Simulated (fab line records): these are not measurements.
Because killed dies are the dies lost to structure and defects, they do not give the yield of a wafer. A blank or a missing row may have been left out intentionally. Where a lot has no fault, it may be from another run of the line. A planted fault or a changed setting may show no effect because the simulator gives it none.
fab line records | flow sfq-line
record: lots: 6 | wafers: 18 | last-day: 90
route steps=325 shown I1@81 M2@88
lots untouched by any fault: they come from a run of this same line in which no faults occurred
start-h: hours from the record's opening day to when the first of the lot's shown wafers began | wait-h: hours elapsed since this lot's preceding step | " the same as in the row above | L1.1+2: one row covering several wafers at once | - value missing, or start not given | * or withheld: withheld | < > ~ a bound
route shown NAME@n: a module of which the file shows steps, and the number in the route of the first | usual: average and standard deviation across the fault-free wafers | same: alike in all rows | chamber/n: place in a boat | sites: readings site by site | _std_site: standard deviation across them | _edge_site: mean of outer sites minus mean of inner sites | radius-mm: for every site, how far away it sits from the centre of the wafer | mask NAME#n: copy n | behind: the last tool/chamber to shape the wafer | hold: what put the lot on hold/how long, in hours/how the hold closed | device: the n, p or np transistor that did not switch | end of line: tests of these same wafers at the route's end | where a step has no rows: the recipe by itself | killed: dies that structure and defects cost at the first sort, which is not the same as the wafer's yield | map: dies across one wafer; x = killed, . = not, _ = none there
set.NAME: setting as actually run; set.NAME@STEP: the setting as run at that earlier step | model.NAME: the simulator's own value behind a step, which no gauge read
certain route steps with their lots: each step a table, each wafer a row
services: from which hour (start-h, from the record's first day; less than 0 if before it) a tool's chamber was out of use, for how many hours, and why
== steps ==
step: SFQ_TRILAYER_I1_VIA_LITHO_PEB_052
recipe: peb-temp-c: 115 | peb-time-s: 60 | resist: KrF
step: SFQ_TRILAYER_I1_VIA_LITHO_DEVELOP_051
recipe: time-s: 60 | resist: KrF
step: SFQ_I1_OVL_MEAS_913
usual: I1_OVL: -1/4.4
lot.wafer | tool       | chamber | start-h | wait-h | I1_OVL[nm]
L633.2    | overlay-02 | -       | 594.82  | 0.1    | -7
L633.3    | "          | -       | "       | "      | 5
L633.4    | "          | -       | "       | "      | -7
L638.1    | overlay-01 | -       | 612.21  | 0.1    | 3
L638.2    | "          | -       | "       | "      | 2
L638.4    | "          | -       | "       | "      | 5
L639.3    | overlay-01 | -       | 630.03  | 0.1    | -8
L639.4    | "          | -       | "       | "      | -2
L639.6    | "          | -       | "       | "      | -5
L640.1    | overlay-02 | -       | 640.36  | 0.1    | 2
L640.5    | "          | -       | "       | "      | 0
L640.6    | "          | -       | "       | "      | 2
L649.1    | overlay-01 | -       | 728.20  | 0.1    | 4
L649.3    | "          | -       | "       | "      | -5
L649.6    | "          | -       | "       | "      | -10
L650.1    | overlay-02 | -       | 735.40  | 0.1    | -2
L650.3    | "          | -       | "       | "      | -6
L650.6    | "          | -       | "       | "      | 2
step: SFQ_TRILAYER_I1_VIA_BARC_OPEN_VIA_ETCH_071
recipe: mask-material: PR | chemistry: O2 | target-depth-nm: 125 | target: BARC | source-w: 500 | bias-w: 80 | pressure-mtorr: 30 | time-s: 41.7
usual: drypump-motor-current-A: 5.7/0.36 | oes-product-au: 0.686/0.0046
lot.wafer | tool        | chamber | start-h | wait-h | drypump-motor-current-A | oes-product-au | rf-hours-counter-h
L633.2    | rie-diel-01 | 2       | 594.85  | 0.0    | 6.0                     | 0.684          | 1
L633.3    | "           | 0       | "       | "      | 5.4                     | 0.686          | 3
L633.4    | "           | 3       | "       | "      | 5.2                     | 0.690          | 8
L638.1    | rie-diel-03 | 2       | 612.25  | 0.0    | 6.2                     | 0.679          | 4
L638.2    | "           | 0       | "       | "      | 5.3                     | 0.690          | 12
L638.4    | "           | 1       | "       | "      | 5.7                     | 0.690          | 11
L639.3    | rie-diel-01 | 3       | 630.05  | 0.0    | 5.1                     | 0.680          | 8
L639.4    | "           | 1       | "       | "      | 5.8                     | 0.683          | 7
L639.6    | "           | 3       | "       | "      | 5.1                     | 0.691          | -
L640.1    | rie-diel-03 | 1       | 640.40  | 0.0    | 5.7                     | 0.690          | 12
L640.5    | "           | 3       | "       | "      | 5.3                     | 0.688          | -
L640.6    | "           | 2       | "       | "      | 6.1                     | 0.688          | -
L649.1    | rie-diel-04 | 1       | 728.23  | 0.0    | 5.7                     | 0.689          | 5
L649.3    | "           | 3       | "       | "      | 6.2                     | 0.688          | 7
L649.6    | "           | 1       | "       | "      | 5.8                     | 0.693          | -
L650.1    | rie-diel-03 | 2       | 735.43  | 0.0    | 6.2                     | 0.679          | 5
L650.3    | "           | 1       | "       | "      | 5.7                     | 0.688          | 13
L650.6    | "           | 3       | "       | "      | 5.3                     | 0.680          | -
step: SFQ_TRILAYER_I1_VIA_ETCH_VIA_ETCH_052
recipe: target: SiO2 | stop-on: Nb | mask-material: PR | taper-deg: 20 | chemistry: CHF3 | target-depth-nm: 260 | source-w: 500 | bias-w: 80 | pressure-mtorr: 30 | time-s: withheld
usual: drypump-motor-current-A: 5.7/0.37 | oes-product-au: 0.854/0.0053
lot.wafer | tool        | chamber | start-h | wait-h | drypump-motor-current-A | oes-product-au
L633.2    | rie-diel-01 | 2       | 594.89  | 0.0    | 6.0                     | 0.852
L633.3    | "           | 0       | "       | "      | 5.4                     | 0.857
L633.4    | "           | 3       | "       | "      | 5.2                     | 0.862
L638.1    | rie-diel-03 | 2       | 612.29  | 0.0    | 6.2                     | 0.850
L638.2    | "           | 0       | "       | "      | 5.3                     | 0.856
L638.4    | "           | 1       | "       | "      | 5.7                     | 0.852
L639.3    | rie-diel-01 | 3       | 630.09  | 0.0    | 5.1                     | 0.851
L639.4    | "           | 1       | "       | "      | 5.8                     | 0.842
L639.6    | "           | 3       | "       | "      | 5.1                     | 0.853
L640.1    | rie-diel-03 | 1       | 640.44  | 0.0    | 5.7                     | 0.850
L640.5    | "           | 3       | "       | "      | 5.3                     | 0.864
L640.6    | "           | 2       | "       | "      | 6.2                     | 0.857
L649.1    | rie-diel-04 | 1       | 728.27  | 0.0    | 5.8                     | 0.855
L649.3    | "           | 3       | "       | "      | 6.2                     | 0.856
L649.6    | "           | 1       | "       | "      | 5.7                     | 0.857
L650.1    | rie-diel-03 | 2       | 735.47  | 0.0    | 6.2                     | 0.850
L650.3    | "           | 1       | "       | "      | 5.7                     | 0.848
L650.6    | "           | 3       | "       | "      | 5.3                     | 0.846
step: SFQ_TRILAYER_I1_VIA_STRIP_STRIP_053
recipe: gas: O2 | power-w: 200 | platen-temp-c: 40 | overash-fraction: 0.65 | chemistry: O2 | pressure-mtorr: 50
usual: drypump-motor-current-A: 5.7/0.6 | oes-product-au: 0.999/0.0078
same: overash-fraction: 0.65
lot.wafer | tool         | chamber | start-h | wait-h | drypump-motor-current-A | oes-product-au | rf-hours-counter-h
L633.2    | rie-metal-01 | 0       | 595.00  | -      | 5.1                     | 0.999          | 24
L633.3    | "            | 1       | "       | "      | 6.6                     | 0.989          | -
L633.4    | "            | 0       | "       | "      | 5.1                     | 0.991          | -
L638.1    | rie-metal-01 | 0       | 612.40  | -      | 5.1                     | 1.000          | 28
L638.2    | "            | 0       | "       | "      | 5.1                     | 0.989          | -
L638.4    | "            | 0       | "       | "      | 5.1                     | 1.005          | -
L639.3    | rie-metal-01 | 0       | 630.40  | -      | 5.1                     | 0.994          | -
L639.4    | "            | 1       | "       | "      | 6.6                     | 0.991          | -
L639.6    | "            | 0       | "       | "      | 5.1                     | 0.991          | -
L640.1    | rie-metal-01 | 0       | 640.55  | -      | 5.1                     | 1.000          | 34
L640.5    | "            | 1       | "       | "      | 6.6                     | 0.999          | -
L640.6    | "            | 0       | "       | "      | 5.1                     | 0.997          | -
L649.1    | rie-metal-01 | 0       | 728.39  | -      | 5.1                     | 0.990          | 45
L649.3    | "            | 1       | "       | "      | 6.6                     | 0.993          | -
L649.6    | "            | 1       | "       | "      | 6.7                     | 0.995          | -
L650.1    | rie-metal-01 | 1       | 735.59  | -      | 6.7                     | 1.002          | 23
L650.3    | "            | 1       | "       | "      | 6.6                     | 1.004          | -
L650.6    | "            | 0       | "       | "      | 5.1                     | 1.014          | -
step: SFQ_TRILAYER_I1_VIA_STRIP_SOLV_CLEAN_054
recipe: chemistry: NMP | temp-c: 70 | time-s: 600
step: SFQ_TRILAYER_M2_DEP_PRE_CLEAN_056
recipe: gas: Ar | time-s: 22.5 | bias-v: 250
step: SFQ_TRILAYER_M2_DEP_SPUTTER_055
recipe: material: Nb | base-pressure-pa: 1.33e-06 | chamber-pressure-pa: 0.1333 | substrate-temp-c: 20 | resputter-cathode-voltage-v: 400 | target-thk-nm: 200 | power-w: 2000 | time-s: 133.3
usual: resputter-cathode-voltage-v: 399/4 | throttle-valve-pct: 30.2/1.1
lot.wafer | tool           | chamber | start-h | wait-h | resputter-cathode-voltage-v | throttle-valve-pct
L633.2    | pvd-sputter-04 | -       | 595.81  | 0.0    | 403                         | 31.4
L633.3    | "              | -       | "       | "      | 400                         | 31.2
L633.4    | "              | -       | "       | "      | 395                         | 31.3
L638.1    | pvd-sputter-04 | -       | 613.81  | 0.0    | 399                         | 31.1
L638.2    | "              | -       | "       | "      | 402                         | 31.2
L638.4    | "              | -       | "       | "      | 394                         | 28.2
L639.3    | pvd-sputter-05 | -       | 631.01  | 0.0    | 401                         | 30.3
L639.4    | "              | -       | "       | "      | 392                         | 31.4
L639.6    | "              | -       | "       | "      | 405                         | 31.5
L640.1    | pvd-sputter-03 | -       | 641.36  | 0.0    | 404                         | 30.8
L640.5    | "              | -       | "       | "      | 394                         | 30.7
L640.6    | "              | -       | "       | "      | 395                         | 29.7
L649.1    | pvd-sputter-03 | -       | 729.19  | 0.0    | 399                         | 29.4
L649.3    | "              | -       | "       | "      | 403                         | 31.1
L649.6    | "              | -       | "       | "      | 402                         | 28.8
L650.1    | pvd-sputter-05 | -       | 736.39  | 0.0    | 394                         | 31.3
L650.3    | "              | -       | "       | "      | 401                         | 30.1
L650.6    | "              | -       | "       | "      | 399                         | 31.5
step: SFQ_M2_RS_MEAS_914
recipe: thk-meas-gauge: four-point-probe | reads: Nb_of_TRILAYER_M2_DEP_SPUTTER_055
usual: M2_NB_RS: 0.894/0.012
lot.wafer | tool          | chamber | start-h | wait-h | M2_NB_RS[ohm/sq]
L633.2    | film-metro-04 | -       | 595.92  | 0.1    | 0.900
L633.3    | "             | -       | "       | "      | 0.896
L633.4    | "             | -       | "       | "      | 0.906
L638.1    | film-metro-04 | -       | 613.91  | 0.1    | 0.909
L638.2    | "             | -       | "       | "      | 0.921
L638.4    | "             | -       | "       | "      | 0.907
L639.3    | film-metro-04 | -       | 631.14  | 0.1    | 0.885
L639.4    | "             | -       | "       | "      | 0.876
L639.6    | "             | -       | "       | "      | 0.880
L640.1    | film-metro-02 | -       | 641.51  | 0.1    | 0.870
L640.5    | "             | -       | "       | "      | 0.871
L640.6    | "             | -       | "       | "      | 0.889
L649.1    | film-metro-04 | -       | 729.28  | 0.0    | 0.897
L649.3    | "             | -       | "       | "      | 0.883
L649.6    | "             | -       | "       | "      | 0.901
L650.1    | film-metro-02 | -       | 736.48  | 0.0    | 0.881
L650.3    | "             | -       | "       | "      | 0.896
L650.6    | "             | -       | "       | "      | 0.883
step: SFQ_TRILAYER_M2_LITHO_COAT_062
recipe: resist: BARC | spin-rpm: 3000 | resist-thk-nm: 62
step: SFQ_TRILAYER_M2_LITHO_COAT_057
recipe: resist: KrF | spin-rpm: 3000 | resist-thk-nm: 600
lot.wafer | tool           | chamber | start-h | wait-h | model.KrF_of_TRILAYER_M2_LITHO_COAT_057.thk-nm
L633.2    | litho-track-02 | 0       | 596.82  | 0.2    | 599.9
L633.3    | "              | 0       | "       | "      | 601.4
L633.4    | "              | 0       | "       | "      | 599.3
L638.1    | litho-track-04 | 0       | 614.39  | 0.2    | 600.4
L638.2    | "              | 0       | "       | "      | 602.8
L638.4    | "              | 0       | "       | "      | 579.1
L639.3    | litho-track-03 | 0       | 631.68  | 0.2    | 600
L639.4    | "              | 0       | "       | "      | 598.9
L639.6    | "              | 0       | "       | "      | 600.4
L640.1    | litho-track-04 | 0       | 641.99  | 0.2    | 600.7
L640.5    | "              | 0       | "       | "      | 577.2
L640.6    | "              | 0       | "       | "      | 577
L649.1    | litho-track-04 | 0       | 729.76  | 0.2    | 602.8
L649.3    | "              | 0       | "       | "      | 602.2
L649.6    | "              | 0       | "       | "      | 603.7
L650.1    | litho-track-04 | 0       | 736.96  | 0.2    | 603
L650.3    | "              | 0       | "       | "      | 602.8
L650.6    | "              | 0       | "       | "      | 602.3
step: SFQ_TRILAYER_M2_LITHO_SOFTBAKE_061
recipe: temp-c: withheld | time-s: withheld | resist: KrF
step: SFQ_TRILAYER_M2_LITHO_EXPOSE_058
recipe: mask-id: M2 | na: 0.6 | source-shape: conventional | sigma-outer: 0.65 | target-cd-nm: 500 | dose-mj: 14.4
step: SFQ_TRILAYER_M2_LITHO_PEB_060
recipe: peb-temp-c: 115 | peb-time-s: 60 | resist: KrF
step: SFQ_TRILAYER_M2_LITHO_DEVELOP_059
recipe: time-s: 60 | resist: KrF
step: SFQ_M2_OVL_MEAS_916
usual: M2_OVL: -1/5.7
lot.wafer | tool       | chamber | start-h | wait-h | M2_OVL[nm]
L633.2    | overlay-02 | -       | 723.40  | 0.1    | 6
L633.3    | "          | -       | "       | "      | 2
L633.4    | "          | -       | "       | "      | 11
L638.1    | overlay-01 | -       | 739.00  | 0.1    | 1
L638.2    | "          | -       | "       | "      | 8
L638.4    | "          | -       | "       | "      | 6
L639.3    | overlay-01 | -       | 749.81  | 0.1    | 7
L639.4    | "          | -       | "       | "      | 7
L639.6    | "          | -       | "       | "      | 8
L640.1    | overlay-01 | -       | 759.52  | 0.1    | 3
L640.5    | "          | -       | "       | "      | 3
L640.6    | "          | -       | "       | "      | -1
L649.1    | overlay-01 | -       | 843.08  | 0.1    | -7
L649.3    | "          | -       | "       | "      | -6
L649.6    | "          | -       | "       | "      | -9
L650.1    | overlay-02 | -       | 850.28  | 0.1    | -1
L650.3    | "          | -       | "       | "      | 4
L650.6    | "          | -       | "       | "      | -2
step: SFQ_TRILAYER_M2_BARC_OPEN_METAL_ETCH_077
recipe: mask-material: PR | chemistry: O2 | target-depth-nm: 125 | target: BARC | icp-w: 600 | bias-w: 80 | pressure-mtorr: 10 | time-s: 41.7
step: SFQ_TRILAYER_M2_ETCH_METAL_ETCH_060
recipe: target: Nb | stop-on: SiO2 | mask-material: PR | chemistry: Cl2/Ar | target-depth-nm: 240 | icp-w: 600 | bias-w: 80 | pressure-mtorr: 10 | time-s: 120
usual: drypump-motor-current-A: 5.4/0.32 | oes-product-au: 0.892/0.0079
lot.wafer | tool         | chamber | start-h | wait-h | drypump-motor-current-A | oes-product-au | rf-hours-counter-h | model.KrF_of_TRILAYER_M2_LITHO_COAT_057.thk-nm
L633.2    | rie-metal-03 | 1       | 723.49  | 0.0    | 5.3                     | 0.893          | 32                 | 385
L633.3    | "            | 1       | "       | "      | 5.3                     | 0.892          | -                  | 386.1
L633.4    | "            | 0       | "       | "      | 5.1                     | 0.882          | -                  | 380
L638.1    | rie-metal-03 | 1       | 739.09  | 0.0    | 5.3                     | 0.888          | 34                 | 387
L638.2    | "            | 0       | "       | "      | 5.1                     | 0.879          | 49                 | 385
L638.4    | "            | 1       | "       | "      | 5.3                     | 0.878          | -                  | 366.7
L639.3    | rie-metal-03 | 1       | 749.94  | 0.1    | 5.2                     | 0.889          | -                  | 384.7
L639.4    | "            | 0       | "       | "      | 5.1                     | 0.904          | -                  | 379
L639.6    | "            | 0       | "       | "      | 5.1                     | 0.894          | -                  | 380.7
L640.1    | rie-metal-04 | 1       | 759.62  | 0.0    | 5.9                     | 0.914          | 75                 | 385.1
L640.5    | "            | 0       | "       | "      | 5.7                     | 0.911          | -                  | 355
L640.6    | "            | 1       | "       | "      | 5.9                     | 0.894          | -                  | 361.2
L649.1    | rie-metal-03 | 0       | 843.24  | 0.1    | 5.1                     | 0.887          | 61                 | 383.3
L649.3    | "            | 0       | "       | "      | 5.1                     | 0.896          | -                  | 383.4
L649.6    | "            | 0       | "       | "      | 5.1                     | 0.895          | -                  | 384.8
L650.1    | rie-metal-04 | 0       | 850.38  | 0.0    | 5.7                     | 0.899          | 47                 | 378.7
L650.3    | "            | 0       | "       | "      | 5.7                     | 0.889          | -                  | 378.4
L650.6    | "            | 0       | "       | "      | 5.7                     | 0.893          | -                  | 378.3
step: SFQ_TRILAYER_M2_STRIP_STRIP_061
recipe: gas: O2 | power-w: 200 | platen-temp-c: 40 | overash-fraction: 0.65 | chemistry: O2 | pressure-mtorr: 50
usual: drypump-motor-current-A: 5.4/0.32 | oes-product-au: 0.999/0.01
same: overash-fraction: 0.65
lot.wafer | tool         | chamber | start-h | wait-h | drypump-motor-current-A | oes-product-au | rf-hours-counter-h
L633.2    | rie-metal-03 | 1       | 723.62  | 0.1    | 5.3                     | 0.987          | 32
L633.3    | "            | 1       | "       | "      | 5.3                     | 0.991          | -
L633.4    | "            | 0       | "       | "      | 5.1                     | 1.000          | -
L638.1    | rie-metal-03 | 1       | 739.22  | 0.1    | 5.3                     | 0.994          | 34
L638.2    | "            | 0       | "       | "      | 5.1                     | 1.015          | 49
L638.4    | "            | 1       | "       | "      | 5.3                     | 0.979          | -
L639.3    | rie-metal-03 | 1       | 750.22  | 0.2    | 5.3                     | 0.995          | -
L639.4    | "            | 0       | "       | "      | 5.1                     | 0.999          | -
L639.6    | "            | 0       | "       | "      | 5.1                     | 0.999          | -
L640.1    | rie-metal-04 | 1       | 759.74  | 0.1    | 5.9                     | 0.997          | 75
L640.5    | "            | 0       | "       | "      | 5.7                     | 1.023          | -
L640.6    | "            | 1       | "       | "      | 5.9                     | 0.990          | -
L649.1    | rie-metal-03 | 0       | 843.49  | 0.2    | 5.1                     | 1.000          | 61
L649.3    | "            | 0       | "       | "      | 5.1                     | 1.005          | -
L649.6    | "            | 0       | "       | "      | 5.1                     | 0.998          | -
L650.1    | rie-metal-04 | 0       | 850.50  | 0.1    | 5.7                     | 1.027          | 47
L650.3    | "            | 0       | "       | "      | 5.7                     | 1.026          | -
L650.6    | "            | 0       | "       | "      | 5.7                     | 1.017          | -
== services ==
tool           | chamber | start-h | hours | kind
rie-metal-04   | 1       | 575.72  | 9.4   | repair
rie-diel-04    | 1       | 576.94  | 1.3   | repair
rie-diel-01    | 3       | 578.28  | 5.5   | repair
pvd-sputter-03 | -       | 579.74  | 1.3   | repair
rie-metal-01   | 0       | 581.34  | 4.3   | repair
pvd-sputter-03 | -       | 599.12  | 1.8   | repair
rie-metal-03   | -       | 618.25  | 1.4   | pm
rie-metal-01   | 0       | 624.52  | 4.5   | repair
rie-diel-03    | -       | 625.24  | 0.3   | repair
rie-diel-04    | 1       | 625.59  | 1.3   | repair
pvd-sputter-04 | -       | 641.54  | 4.1   | repair
rie-diel-04    | 0       | 645.81  | 2.9   | repair
rie-diel-04    | 1       | 667.29  | 5.3   | repair
pvd-sputter-04 | -       | 685.08  | 3.0   | repair
rie-metal-01   | -       | 694.05  | 2.8   | pm
rie-diel-04    | -       | 696.09  | 14.6  | pm
pvd-sputter-04 | -       | 702.04  | 4.9   | repair
pvd-sputter-03 | -       | 712.44  | 14.2  | repair
rie-diel-01    | -       | 730.32  | 1.7   | repair
rie-diel-04    | 1       | 742.43  | 4.6   | repair
rie-metal-03   | -       | 775.99  | 1.6   | repair
rie-metal-03   | -       | 786.71  | 14.6  | pm
rie-metal-01   | -       | 798.07  | 0.6   | repair
rie-metal-03   | 1       | 836.29  | 15.4  | repair
== key ==
first-sign none at tools or gauges
model-effect: step: SFQ_TRILAYER_M2_LITHO_COAT_057 | value: KrF_of_TRILAYER_M2_LITHO_COAT_057.thk-nm | without: 601.7 | struck: 577.8
model-effect: step: SFQ_TRILAYER_M2_ETCH_METAL_ETCH_060 | value: KrF_of_TRILAYER_M2_LITHO_COAT_057.thk-nm | without: 384.8 | struck: 361
met-at SFQ_TRILAYER_M2_LITHO_COAT_057
struck-wafers L638.4,L640.5,L640.6
fault: kind: process-parameter-drift | tool: litho-track-04 | chamber: - | onset-h: 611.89 | steps: SFQ_TRILAYER_M2_LITHO_COAT_057 | channel: resist-thk-nm | offset: -23.799 | shape: step | end-h: 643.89 | scope: struck-wafers-only | acts-in: these-recipes-only | stated: 600
